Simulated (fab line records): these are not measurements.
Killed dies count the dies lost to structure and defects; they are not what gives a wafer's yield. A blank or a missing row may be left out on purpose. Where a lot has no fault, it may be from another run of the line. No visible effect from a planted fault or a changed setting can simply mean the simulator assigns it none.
fab line records | flow sky130
record: lots: 11 | wafers: 33 | last_day: 50
route steps=708 shown PWDE@54 VT_ADJUST_LVTN@116 VT_ADJUST_NCORE@129
lots that met no fault: taken from a fault-free run of the same line
start_h: hours from the record's opening day to when the first of the lot's shown wafers began | wait_h: time in hours since the lot's previous step | " the same as in the row above | L1.1+2: a row that stands for several wafers | - value missing, or start not given | * or withheld: withheld | < > ~ a bound
route shown NAME@n: names a module that has steps shown in the file, with the first one's number in the route | usual: mean/standard deviation taken from wafers without a fault | same: alike in all rows | chamber/n: place in a boat | sites: the reading at each site | _std_site: the standard deviation of these | _edge_site: the outer-site mean with the inner-site mean subtracted | radius_mm: for every site, how far away it sits from the centre of the wafer | mask NAME#n: copy n | behind: the tool/chamber that last shaped the wafer | hold: why the lot was held/for how many hours/how that ended | device: names the non-switching transistor (n, p or np) | end of line: the tests these same wafers got at the end of their route | where a step has no rows: the recipe by itself | killed: dies that structure and defects cost at the first sort, which is not the same as the wafer's yield | map: dies across one wafer; x = killed, . = not, _ = none there
set.NAME: setting as actually run; set.NAME@STEP: the setting as run at that earlier step | model.NAME: the simulator's own value behind a step, which no gauge read
route steps across a sampled set of lots; one table per step, one row per wafer
services: the hour from which a tool's chamber was out of use, counted from the record's first day as start_h (under 0 if before that day), plus the number of hours and why
== steps ==
step: SKY_PWDE_STRIP_09
recipe: chemistry: O2/N2 | power_w: 1400 | pressure_mtorr: 1500 | platen_temp_c: withheld | o2_flow_sccm: 3000 | n2_flow_sccm: 300 | overash_fraction: 0.5
usual: chamber_pressure_mTorr: 1500.0/1.4 | drypump_motor_current_A: 5.8/0.41 | oes_product_au: 0.722/0.0046 | strip_time_to_endpoint_s: 36.89/0.089
lot.wafer | tool            | chamber | start_h | wait_h | chamber_pressure_mTorr | drypump_motor_current_A | oes_product_au | rf_hours_counter_h | strip_time_to_endpoint_s
L525.2    | plasma_asher-04 | 0       | 72.63   | 0.1    | 1500.2                 | 6.3                     | 0.717          | 40                 | 36.72
L525.5    | "               | 1       | "       | "      | 1501.0                 | 5.8                     | 0.714          | -                  | 36.70
L525.6    | "               | 0       | "       | "      | 1498.6                 | 6.3                     | 0.719          | -                  | 36.68
L526.1    | plasma_asher-04 | 1       | 77.68   | 0.1    | 1498.5                 | 5.8                     | 0.716          | 41                 | 36.89
L526.4    | "               | 1       | "       | "      | 1498.8                 | 5.8                     | 0.713          | -                  | 36.82
L526.5    | "               | 1       | "       | "      | 1497.6                 | 5.8                     | 0.716          | -                  | 36.86
L530.1    | plasma_asher-04 | 0       | 101.38  | 0.1    | 1499.3                 | 6.3                     | 0.718          | 43                 | 37.07
L530.2    | "               | 1       | "       | "      | 1501.2                 | 5.8                     | 0.726          | 43                 | 37.00
L530.3    | "               | 1       | "       | "      | 1500.8                 | 5.8                     | 0.723          | -                  | 37.04
L532.1    | plasma_asher-03 | 0       | 115.08  | 0.1    | 1501.1                 | 5.0                     | 0.719          | 43                 | 36.95
L532.2    | "               | 1       | "       | "      | 1499.6                 | 6.1                     | 0.724          | 43                 | 36.70
L532.4    | "               | 1       | "       | "      | 1501.2                 | 6.1                     | 0.730          | -                  | 36.88
L533.3    | plasma_asher-04 | 0       | 120.67  | 0.1    | 1500.6                 | 6.3                     | 0.713          | -                  | 36.86
L533.5    | "               | 1       | "       | "      | 1498.7                 | 5.8                     | 0.725          | -                  | 36.88
L533.6    | "               | 0       | "       | "      | 1501.6                 | 6.3                     | 0.719          | -                  | 36.84
L538.2    | plasma_asher-01 | 1       | 144.48  | 0.1    | 1497.8                 | 5.7                     | 0.722          | 33                 | 36.89
L538.3    | "               | 0       | "       | "      | 1498.9                 | 6.1                     | 0.719          | -                  | 36.97
L538.4    | "               | 1       | "       | "      | 1499.6                 | 5.7                     | 0.725          | -                  | 36.99
L542.2    | plasma_asher-03 | 0       | 182.82  | 0.1    | 1498.9                 | 5.0                     | 0.721          | 50                 | 36.93
L542.4    | "               | 0       | "       | "      | 1501.4                 | 5.0                     | 0.718          | -                  | 36.88
L542.5    | "               | 1       | "       | "      | 1497.9                 | 6.1                     | 0.722          | -                  | 36.90
L543.4    | plasma_asher-01 | 0       | 185.42  | 0.1    | 1501.2                 | 6.1                     | 0.714          | -                  | 36.84
L543.5    | "               | 1       | "       | "      | 1499.5                 | 5.7                     | 0.724          | -                  | 36.90
L543.6    | "               | 0       | "       | "      | 1502.3                 | 6.1                     | 0.717          | -                  | 36.90
L545.1    | plasma_asher-01 | 1       | 187.23  | 0.1    | 1496.6                 | 5.7                     | 0.720          | 37                 | 36.96
L545.3    | "               | 0       | "       | "      | 1500.2                 | 6.1                     | 0.727          | -                  | 36.98
L545.5    | "               | 1       | "       | "      | 1502.0                 | 5.7                     | 0.731          | -                  | 36.81
L546.2    | plasma_asher-03 | 1       | 197.03  | 0.1    | 1498.5                 | 6.1                     | 0.727          | 51                 | 36.81
L546.3    | "               | 1       | "       | "      | 1501.2                 | 6.1                     | 0.721          | -                  | 36.85
L546.6    | "               | 0       | "       | "      | 1499.7                 | 4.9                     | 0.724          | -                  | 36.85
L547.4    | plasma_asher-03 | 1       | 207.76  | 0.1    | 1497.7                 | 6.1                     | 0.723          | -                  | 36.80
L547.5    | "               | 1       | "       | "      | 1498.7                 | 6.1                     | 0.729          | -                  | 36.80
L547.6    | "               | 0       | "       | "      | 1499.8                 | 5.0                     | 0.716          | -                  | 36.84
step: SKY_VT_ADJUST_LVTN_IMPLANT_19
recipe: species: B | energy_kev: 30 | dose_cm2: 6.5e+11 | tilt_deg: withheld
usual: dose_ions_cm2: 6.502e+11/6.7e+08
lot.wafer | tool         | chamber | start_h | wait_h | dose_ions_cm2
L525.2    | implanter-01 | 0       | 161.16  | 0.0    | 6.495e+11
L525.5    | "            | 0       | "       | "      | 6.511e+11
L525.6    | "            | 0       | "       | "      | 6.503e+11
L526.1    | implanter-01 | 0       | 167.73  | 0.0    | 6.501e+11
L526.4    | "            | 0       | "       | "      | 6.496e+11
L526.5    | "            | 0       | "       | "      | 6.496e+11
L530.1    | implanter-04 | 0       | 196.53  | 0.0    | 6.508e+11
L530.2    | "            | 0       | "       | "      | 6.508e+11
L530.3    | "            | 0       | "       | "      | 6.499e+11
L532.1    | implanter-01 | 0       | 213.23  | 0.0    | 6.498e+11
L532.2    | "            | 0       | "       | "      | 6.5e+11
L532.4    | "            | 0       | "       | "      | 6.501e+11
L533.3    | implanter-01 | 0       | 219.53  | 0.1    | 6.5e+11
L533.5    | "            | 0       | "       | "      | 6.493e+11
L533.6    | "            | 0       | "       | "      | 6.51e+11
L538.2    | implanter-01 | 0       | 249.00  | 0.0    | 6.509e+11
L538.3    | "            | 0       | "       | "      | 6.506e+11
L538.4    | "            | 0       | "       | "      | 6.511e+11
L543.4    | implanter-03 | 0       | 301.00  | 0.1    | 6.49e+11
L543.5    | "            | 0       | "       | "      | 6.489e+11
L543.6    | "            | 0       | "       | "      | 6.487e+11
L542.2    | implanter-04 | 0       | 302.30  | 0.0    | 6.506e+11
L542.4    | "            | 0       | "       | "      | 6.513e+11
L542.5    | "            | 0       | "       | "      | 6.511e+11
L545.1    | implanter-04 | 0       | 305.58  | 0.0    | 6.512e+11
L545.3    | "            | 0       | "       | "      | 6.508e+11
L545.5    | "            | 0       | "       | "      | 6.506e+11
L546.2    | implanter-03 | 0       | 314.95  | 0.0    | 6.512e+11
L546.3    | "            | 0       | "       | "      | 6.503e+11
L546.6    | "            | 0       | "       | "      | 6.497e+11
L547.4    | implanter-01 | 0       | 327.60  | 0.1    | 6.507e+11
L547.5    | "            | 0       | "       | "      | 6.505e+11
L547.6    | "            | 0       | "       | "      | 6.496e+11
step: SKY_VT_ADJUST_LVTN_STRIP_20
recipe: chemistry: O2/N2 | power_w: 1400 | pressure_mtorr: 1500 | platen_temp_c: withheld | o2_flow_sccm: 3000 | n2_flow_sccm: 300 | overash_fraction: 0.5
usual: chamber_pressure_mTorr: 1499.9/1.1 | drypump_motor_current_A: 5.94/0.2 | oes_product_au: 0.716/0.0047 | strip_time_to_endpoint_s: 14.17/0.043
lot.wafer | tool            | chamber | start_h | wait_h | chamber_pressure_mTorr | drypump_motor_current_A | oes_product_au | rf_hours_counter_h | strip_time_to_endpoint_s
L525.2    | plasma_asher-02 | 1       | 161.28  | 0.1    | 1499.2                 | 5.74                    | 0.716          | 46                 | 14.16
L525.5    | "               | 1       | "       | "      | 1499.5                 | 5.73                    | 0.710          | -                  | 14.14
L525.6    | "               | 0       | "       | "      | 1500.1                 | 6.07                    | 0.709          | -                  | 14.16
L526.1    | plasma_asher-04 | 0       | 167.88  | 0.1    | 1499.5                 | 6.26                    | 0.723          | 5                  | 14.14
L526.4    | "               | 1       | "       | "      | 1499.6                 | 5.81                    | 0.722          | -                  | 14.18
L526.5    | "               | 0       | "       | "      | 1499.7                 | 6.26                    | 0.716          | -                  | 14.15
L530.1    | plasma_asher-04 | 1       | 196.68  | 0.1    | 1501.8                 | 5.83                    | 0.716          | 8                  | 14.18
L530.2    | "               | 0       | "       | "      | 1499.7                 | 6.25                    | 0.714          | 8                  | 14.20
L530.3    | "               | 1       | "       | "      | 1500.4                 | 5.79                    | 0.719          | -                  | 14.20
L532.1    | plasma_asher-01 | 0       | 213.38  | 0.1    | 1498.5                 | 6.08                    | 0.710          | 39                 | 14.19
L532.2    | "               | 1       | "       | "      | 1499.6                 | 5.73                    | 0.721          | 39                 | 14.18
L532.4    | "               | 0       | "       | "      | 1498.8                 | 6.08                    | 0.707          | -                  | 14.20
L533.3    | plasma_asher-02 | 0       | 219.66  | 0.1    | 1500.0                 | 6.06                    | 0.720          | -                  | 14.19
L533.5    | "               | 0       | "       | "      | 1500.6                 | 6.05                    | 0.715          | -                  | 14.19
L533.6    | "               | 1       | "       | "      | 1500.3                 | 5.73                    | 0.714          | -                  | 14.11
L538.2    | plasma_asher-02 | 1       | 249.13  | 0.1    | 1501.6                 | 5.74                    | 0.710          | 54                 | 14.11
L538.3    | "               | 1       | "       | "      | 1501.4                 | 5.74                    | 0.726          | -                  | 14.11
L538.4    | "               | 0       | "       | "      | 1498.1                 | 6.10                    | 0.713          | -                  | 14.17
L543.4    | plasma_asher-04 | 0       | 301.11  | 0.1    | 1500.2                 | 6.26                    | 0.723          | -                  | 14.22
L543.5    | "               | 0       | "       | "      | 1498.6                 | 6.25                    | 0.715          | -                  | 14.21
L543.6    | "               | 1       | "       | "      | 1500.2                 | 5.82                    | 0.718          | -                  | 14.24
L542.2    | plasma_asher-01 | 0       | 302.42  | 0.1    | 1499.6                 | 6.09                    | 0.717          | 48                 | 14.17
L542.4    | "               | 0       | "       | "      | 1500.6                 | 6.08                    | 0.720          | -                  | 14.18
L542.5    | "               | 0       | "       | "      | 1499.1                 | 6.07                    | 0.719          | -                  | 14.18
L545.1    | plasma_asher-02 | 0       | 305.73  | 0.1    | 1500.4                 | 6.07                    | 0.720          | 60                 | 14.18
L545.3    | "               | 0       | "       | "      | 1499.5                 | 6.06                    | 0.718          | -                  | 14.20
L545.5    | "               | 0       | "       | "      | 1500.2                 | 6.05                    | 0.720          | -                  | 14.15
L546.2    | plasma_asher-02 | 0       | 315.08  | 0.1    | 1500.9                 | 6.04                    | 0.713          | 61                 | 14.13
L546.3    | "               | 1       | "       | "      | 1502.7                 | 5.72                    | 0.715          | -                  | 14.15
L546.6    | "               | 0       | "       | "      | 1500.8                 | 6.03                    | 0.709          | -                  | 14.13
L547.4    | plasma_asher-04 | 0       | 327.71  | 0.1    | 1502.0                 | 6.29                    | 0.712          | -                  | 14.14
L547.5    | "               | 1       | "       | "      | 1500.6                 | 5.83                    | 0.722          | -                  | 14.17
L547.6    | "               | 0       | "       | "      | 1501.6                 | 6.26                    | 0.728          | -                  | 14.20
step: SKY_VT_ADJUST_LVTN_TW_MEAS_21
usual: VT_ADJUST_LVTN_2_TW: 191.0/1.5
lot.wafer | tool          | chamber | start_h | wait_h | VT_ADJUST_LVTN_2_TW
L525.2    | film_metro-03 | -       | 161.39  | 0.1    | 188.6
L525.5    | "             | -       | "       | "      | 188.9
L525.6    | "             | -       | "       | "      | 188.2
L526.1    | film_metro-02 | -       | 167.98  | 0.1    | 191.9
L526.4    | "             | -       | "       | "      | 190.4
L526.5    | "             | -       | "       | "      | 190.6
L530.1    | film_metro-02 | -       | 196.78  | 0.1    | 192.0
L530.2    | "             | -       | "       | "      | 191.7
L530.3    | "             | -       | "       | "      | 192.3
L532.1    | film_metro-04 | -       | 213.48  | 0.1    | 192.5
L532.2    | "             | -       | "       | "      | 193.0
L532.4    | "             | -       | "       | "      | 192.1
L533.3    | film_metro-04 | -       | 219.75  | 0.1    | 181.2
L533.5    | "             | -       | "       | "      | 192.8
L533.6    | "             | -       | "       | "      | 191.7
L538.2    | film_metro-04 | -       | 249.24  | 0.1    | 181.3
L538.3    | "             | -       | "       | "      | 180.8
L538.4    | "             | -       | "       | "      | 180.9
L543.4    | film_metro-02 | -       | 301.21  | 0.1    | 189.7
L543.5    | "             | -       | "       | "      | 190.9
L543.6    | "             | -       | "       | "      | 190.2
L542.2    | film_metro-04 | -       | 302.53  | 0.1    | 192.1
L542.4    | "             | -       | "       | "      | 191.9
L542.5    | "             | -       | "       | "      | 192.2
L545.1    | film_metro-04 | -       | 305.83  | 0.1    | 192.2
L545.3    | "             | -       | "       | "      | 192.5
L545.5    | "             | -       | "       | "      | 192.9
L546.2    | film_metro-03 | -       | 315.19  | 0.1    | 187.4
L546.3    | "             | -       | "       | "      | 188.7
L546.6    | "             | -       | "       | "      | 189.6
L547.4    | film_metro-02 | -       | 327.81  | 0.1    | 192.2
L547.5    | "             | -       | "       | "      | 192.6
L547.6    | "             | -       | "       | "      | 192.4
step: SKY_VT_ADJUST_NCORE_STRIP_10
recipe: chemistry: O2/N2 | power_w: 1400 | pressure_mtorr: 1500 | platen_temp_c: withheld | o2_flow_sccm: 3000 | n2_flow_sccm: 300 | overash_fraction: 0.5
usual: chamber_pressure_mTorr: 1499.9/1.3 | drypump_motor_current_A: 5.8/0.47 | oes_product_au: 0.716/0.0043 | strip_time_to_endpoint_s: 14.18/0.034
lot.wafer | tool            | chamber | start_h | wait_h | chamber_pressure_mTorr | drypump_motor_current_A | oes_product_au | rf_hours_counter_h | strip_time_to_endpoint_s
L525.2    | plasma_asher-01 | 0       | 179.80  | 0.1    | 1498.7                 | 6.1                     | 0.718          | 36                 | 14.21
L525.5    | "               | 1       | "       | "      | 1499.0                 | 5.7                     | 0.721          | -                  | 14.19
L525.6    | "               | 0       | "       | "      | 1501.3                 | 6.1                     | 0.718          | -                  | 14.16
L526.1    | plasma_asher-03 | 1       | 188.25  | 0.1    | 1498.6                 | 6.0                     | 0.718          | 50                 | 14.22
L526.4    | "               | 0       | "       | "      | 1499.7                 | 5.0                     | 0.715          | -                  | 14.18
L526.5    | "               | 1       | "       | "      | 1497.9                 | 6.1                     | 0.715          | -                  | 14.16
L530.1    | plasma_asher-04 | 0       | 218.35  | 0.2    | 1499.3                 | 6.3                     | 0.720          | 10                 | 14.20
L530.2    | "               | 1       | "       | "      | 1499.6                 | 5.8                     | 0.714          | 10                 | 14.18
L530.3    | "               | 0       | "       | "      | 1500.5                 | 6.3                     | 0.711          | -                  | 14.17
L532.1    | plasma_asher-03 | 0       | 235.65  | 0.1    | 1500.2                 | 5.0                     | 0.722          | 55                 | 14.18
L532.2    | "               | 1       | "       | "      | 1501.3                 | 6.1                     | 0.714          | 55                 | 14.16
L532.4    | "               | 0       | "       | "      | 1500.0                 | 5.0                     | 0.711          | -                  | 14.20
L533.3    | plasma_asher-04 | 1       | 241.64  | 0.1    | 1500.7                 | 5.8                     | 0.712          | -                  | 14.19
L533.5    | "               | 1       | "       | "      | 1501.5                 | 5.8                     | 0.711          | -                  | 14.16
L533.6    | "               | 0       | "       | "      | 1499.3                 | 6.2                     | 0.718          | -                  | 14.21
L538.2    | plasma_asher-04 | 1       | 274.65  | 0.1    | 1500.8                 | 5.8                     | 0.724          | 15                 | 14.13
L538.3    | "               | 1       | "       | "      | 1499.4                 | 5.8                     | 0.710          | -                  | 14.18
L538.4    | "               | 0       | "       | "      | 1501.0                 | 6.3                     | 0.709          | -                  | 14.15
L543.4    | plasma_asher-03 | 0       | 327.24  | 0.1    | 1501.3                 | 5.0                     | 0.709          | -                  | 14.15
L543.5    | "               | 1       | "       | "      | 1500.4                 | 6.1                     | 0.714          | -                  | 14.14
L543.6    | "               | 0       | "       | "      | 1500.2                 | 5.0                     | 0.713          | -                  | 14.12
L542.2    | plasma_asher-03 | 0       | 327.94  | 0.1    | 1499.7                 | 4.9                     | 0.715          | 64                 | 14.16
L542.4    | "               | 0       | "       | "      | 1499.3                 | 5.0                     | 0.714          | -                  | 14.16
L542.5    | "               | 0       | "       | "      | 1496.9                 | 5.0                     | 0.720          | -                  | 14.13
L545.1    | plasma_asher-01 | 1       | 332.25  | 0.1    | 1498.8                 | 5.8                     | 0.711          | 51                 | 14.23
L545.3    | "               | 1       | "       | "      | 1498.3                 | 5.7                     | 0.714          | -                  | 14.19
L545.5    | "               | 0       | "       | "      | 1500.6                 | 6.1                     | 0.722          | -                  | 14.20
L546.2    | plasma_asher-01 | 1       | 341.90  | 0.1    | 1499.9                 | 5.7                     | 0.720          | 51                 | 14.20
L546.3    | "               | 0       | "       | "      | 1498.9                 | 6.1                     | 0.712          | -                  | 14.18
L546.6    | "               | 0       | "       | "      | 1498.6                 | 6.1                     | 0.724          | -                  | 14.18
L547.4    | plasma_asher-04 | 0       | 355.13  | 0.1    | 1498.0                 | 6.3                     | 0.708          | -                  | 14.23
L547.5    | "               | 0       | "       | "      | 1499.9                 | 6.3                     | 0.724          | -                  | 14.23
L547.6    | "               | 1       | "       | "      | 1501.1                 | 5.8                     | 0.714          | -                  | 14.22
== services ==
tool            | chamber | start_h | hours | kind
implanter-04    | -       | 62.43   | 7.4   | pm
implanter-03    | -       | 69.66   | 1.9   | repair
implanter-01    | -       | 69.75   | 3.8   | repair
plasma_asher-03 | -       | 70.77   | 2.8   | pm
plasma_asher-04 | -       | 78.56   | 0.5   | repair
plasma_asher-02 | -       | 92.02   | 4.3   | pm
implanter-04    | -       | 93.08   | 1.4   | repair
plasma_asher-04 | -       | 108.75  | 9.0   | pm
plasma_asher-04 | 0       | 108.75  | 9.0   | vent_cycle
plasma_asher-04 | 1       | 108.75  | 9.0   | vent_cycle
plasma_asher-04 | 0       | 117.75  | -     | clean
plasma_asher-02 | -       | 148.92  | 0.8   | repair
implanter-04    | -       | 202.20  | 3.5   | repair
plasma_asher-01 | -       | 209.20  | 3.1   | repair
implanter-03    | -       | 214.23  | 6.5   | pm
plasma_asher-02 | -       | 239.38  | 2.8   | pm
implanter-03    | -       | 258.62  | 0.6   | repair
implanter-01    | -       | 265.93  | 4.7   | pm
implanter-03    | -       | 301.15  | 7.6   | repair
plasma_asher-02 | -       | 308.34  | 0.6   | repair
plasma_asher-02 | -       | 308.88  | 2.0   | repair
plasma_asher-01 | -       | 314.39  | 4.6   | repair
implanter-01    | -       | 340.39  | 5.6   | pm
implanter-03    | -       | 344.09  | 0.9   | repair
== key ==
first_sign: step: SKY_VT_ADJUST_LVTN_TW_MEAS_21 | reading: VT_ADJUST_LVTN_2_TW | direction: down | sigmas: 6.4 | usual: 191.0 | struck: 181.0
effect none on later readings
met_at SKY_VT_ADJUST_LVTN_IMPLANT_19
struck_lots L533,L538
struck_wafers L533.3,L538.2,L538.3,L538.4
tester_left_out L533,L538
not_acting_at SKY_PWDE_STRIP_09,SKY_VT_ADJUST_LVTN_STRIP_20,SKY_VT_ADJUST_NCORE_STRIP_10
onset_between 213.23 219.53
fault: kind: process_parameter_drift | tool: implanter-01 | chamber: - | onset_h: 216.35 | steps: SKY_VT_ADJUST_LVTN_IMPLANT_19 | channel: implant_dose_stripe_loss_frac | offset: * | shape: step | end_h: 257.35 | scope: struck_wafers_only
tester_left_out: of these lots the tester's yield and bins aren't shown, on N5 and GAA mostly nor the transistor test; their killed dies are dies lost to structure and defects alone, not to doping, threshold or leakage, so they don't give the yield
